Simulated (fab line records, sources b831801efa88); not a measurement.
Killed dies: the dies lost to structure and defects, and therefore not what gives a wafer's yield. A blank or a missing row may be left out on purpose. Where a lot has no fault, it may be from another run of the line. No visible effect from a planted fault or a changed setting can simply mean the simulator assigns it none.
Comparing a struck lot with a sound one ; flow sky130 ; 43 steps out of a route of 708
Sound: wafers L210.1, L210.2, L210.4. Struck: wafer L220.3 (L220.2, L220.6, from the same lot, were not struck and are left out); the cause is given at the end.
At each step with rows: each side's tool, then ch and its chambers, then its first start. Under that, the readings that differ: sound wafers ; struck wafers ; difference of the means ; sigmas: that difference in standard deviations of wafers without a fault.
alike: same words and numbers on both sides, and readings whose means sit less than 2 such deviations apart. not compared: any withheld reading, any reading some wafer has no value for, any bound like >300 that may hide the same value, and any number with overlapping values for which the record gives no deviation.
A row with sigmas, a row that says differs or no value, or rows on one side alone: a step with any of these is where the two part. Numbers that don't overlap but have no deviation are shown without sigmas and don't part them. A reading that every wafer of one side lacks parts them only if that side has two wafers or more.

first, 8 steps without rows for these wafers: SKY_LI_CONTACT_DEHYDRATE_04 (time 60 s); SKY_LI_CONTACT_HMDS_05 (prime time 60 s); SKY_LI_CONTACT_COAT_06 (resist thk 60 nm); SKY_LI_CONTACT_COAT_07 (resist thk 450 nm); SKY_LI_CONTACT_SOFTBAKE_08 (time 90 s); SKY_LI_CONTACT_EXPOSE_09 (exposes mask LICM1, target cd 170 nm); SKY_LI_CONTACT_PEB_10; SKY_LI_CONTACT_DEVELOP_11 (develop time 60 s).
SKY_LI_CONTACT_CD_MEAS_12: the cd target is 170 nm.
  sound on cd-sem-02, day 31 11:03; struck on cd-sem-02, day 34 08:58
  alike: cd-nm
SKY_LI_CONTACT_OVL_MEAS_13:
  sound on overlay-01, day 31 11:10; struck on overlay-01, day 34 09:04
  alike: LI_CONTACT_OVL
then, 1 step without rows for these wafers: SKY_LI_CONTACT_ETCH_14 (etches BARC in N2/H2, stops on SiO2, time 45.9 s, target depth 60 nm).
SKY_LI_CONTACT_ETCH_15: etches PSG in C4F8/O2/Ar, stops on Si, target depth 600 nm.
  sound on rie-diel-01 ch 1,2,3, day 31 11:15; struck on rie-diel-03 ch 2, day 34 09:10
  alike: oes-product-au
SKY_LI_CONTACT_STRIP_16: strips in O2/N2.
  sound on plasma-asher-04 ch 0,1, day 31 11:20; struck on plasma-asher-04 ch 0, day 34 09:17
  alike: drypump-motor-current-A, oes-product-au, strip-time-to-endpoint-s
  not compared: rf-hours-counter-h
then, 2 steps without rows for these wafers: SKY_LI_CONTACT_CLEAN_17 (cleans in NMP, time 600 s); SKY_LI_CONTACT_PRE_CLEAN_18 (time 5.6 s).
SKY_LI_CONTACT_SPUTTER_19: material Ti, target thk 20 nm, time 106.37 s.
  sound on pvd-sputter-03, day 31 11:38; struck on pvd-sputter-03, day 34 09:35
  alike: throttle-valve-pct
SKY_LI_CONTACT_SPUTTER_20: material TiN, target thk 20 nm, time 80 s.
  sound on pvd-sputter-03, day 31 11:42; struck on pvd-sputter-03, day 34 09:40
  alike: throttle-valve-pct
then, 1 step without rows for these wafers: SKY_LI_CONTACT_CVD_21 (deposits W, target thk 400 nm, time 120.56 s).
SKY_LI_CONTACT_RS_MEAS_22: uses a four-point probe to measure.
  sound on film-metro-04, day 31 11:53; struck on film-metro-04, day 34 09:52
  alike: LI_CONTACT_W_RS
SKY_LI_CONTACT_THK_MEAS_23: measures by xrf.
  sound on film-metro-04, day 31 12:01; struck on film-metro-04, day 34 09:59
  alike: LI_CONTACT_W_THK
then, 2 steps without rows for these wafers: SKY_LI_CONTACT_CMP_24 (polishes, stops on PSG, t overpolish 20 s, target thk 0 nm); SKY_LOCAL_INTERCONNECT_SPUTTER_00 (material TiN, target thk 100 nm, time 83.3 s).
SKY_LOCAL_INTERCONNECT_RS_MEAS_01: uses a four-point probe to measure.
  sound on film-metro-03, day 31 12:26; struck on film-metro-03, day 34 10:25
  alike: LOCAL_INTERCONNECT_TIN_RS
SKY_LOCAL_INTERCONNECT_THK_MEAS_02: measures by xrf.
  sound on film-metro-03, day 31 12:33; struck on film-metro-03, day 34 10:31
  alike: LOCAL_INTERCONNECT_TIN_THK
then, 8 steps without rows for these wafers: SKY_LOCAL_INTERCONNECT_DEHYDRATE_03 (time 60 s); SKY_LOCAL_INTERCONNECT_HMDS_04 (prime time 60 s); SKY_LOCAL_INTERCONNECT_COAT_05 (resist thk 60 nm); SKY_LOCAL_INTERCONNECT_COAT_06 (resist thk 450 nm); SKY_LOCAL_INTERCONNECT_SOFTBAKE_07 (time 90 s); SKY_LOCAL_INTERCONNECT_EXPOSE_08 (exposes mask LI1M, target cd 170 nm); SKY_LOCAL_INTERCONNECT_PEB_09; SKY_LOCAL_INTERCONNECT_DEVELOP_10 (develop time 60 s).
SKY_LOCAL_INTERCONNECT_CD_MEAS_11: the cd target is 170 nm.
  sound on cd-sem-01, day 32 16:10; struck on cd-sem-01, day 35 12:11
  alike: cd-nm
SKY_LOCAL_INTERCONNECT_OVL_MEAS_12:
  sound on overlay-02, day 32 16:17; struck on overlay-02, day 35 12:17
  alike: LOCAL_INTERCONNECT_OVL
SKY_LOCAL_INTERCONNECT_ETCH_13: etches BARC in N2/H2, stops on SiO2, time 45.9 s, target depth 60 nm.
  sound on rie-metal-02 ch 0, day 32 16:19; struck on rie-metal-04 ch 0, day 35 12:19
reading;sound;struck;difference;sigmas
drypump-motor-current-A (A);6.2 6.2 6.2;5.1;-1.1;-3
  alike: he-backside-leak-sccm, oes-product-au, throttle-valve-pct
  not compared: rf-hours-counter-h
then, 1 step without rows for these wafers: SKY_LOCAL_INTERCONNECT_METAL_ETCH_14 (etches TiN in Cl2/BCl3, stops on PSG, target depth 110 nm, time 31.4 s).
SKY_LOCAL_INTERCONNECT_STRIP_15: strips in O2/N2.
  sound on plasma-asher-01 ch 0,1, day 32 16:33; struck on plasma-asher-02 ch 1, day 35 12:26
  alike: drypump-motor-current-A, oes-product-au, strip-time-to-endpoint-s
  not compared: rf-hours-counter-h
then, 4 steps without rows for these wafers: SKY_LOCAL_INTERCONNECT_STRIP_16 (strips in post etch residue remover, time 1200 s); SKY_LOCAL_INTERCONNECT_CLEAN_17 (cleans in IPA, time 180 s); SKY_LOCAL_INTERCONNECT_CLEAN_18 (cleans in O3/DIW); SKY_CONTACT_CVD_00 (deposits Si3N4, target thk 75 nm).
SKY_CONTACT_THK_MEAS_01:
  sound on film-metro-03, day 32 17:12; struck on film-metro-03, day 35 13:08
  alike: CONTACT_CVD_00_THK
-- the record jumps here: 14 days lie between the struck wafers' starts before and after (it left off in module CONTACT and takes up again in module PAD_OPEN, whose first step shown is number 708 of the route) --
SKY_PAD_OPEN_PROBE_99:
  sound on prober-02, day 47 13:43; struck on prober-02, day 49 13:34
reading;sound;struck;difference;sigmas
killed_at_M4_up;9 3;1;-5;-2
killed-at-contacts;25 30;79;+52;+10
killed-dies;93 99;137;+41;+4
  alike: killed_at_M0_to_M3, killed-at-front-end, killed-at-other, killed-on-rim, killed-open, killed-short

== WHERE THEY PART ==
At SKY_LOCAL_INTERCONNECT_ETCH_13 first; at SKY_PAD_OPEN_PROBE_99 last (within this record only).

WHY: what the simulator had put in
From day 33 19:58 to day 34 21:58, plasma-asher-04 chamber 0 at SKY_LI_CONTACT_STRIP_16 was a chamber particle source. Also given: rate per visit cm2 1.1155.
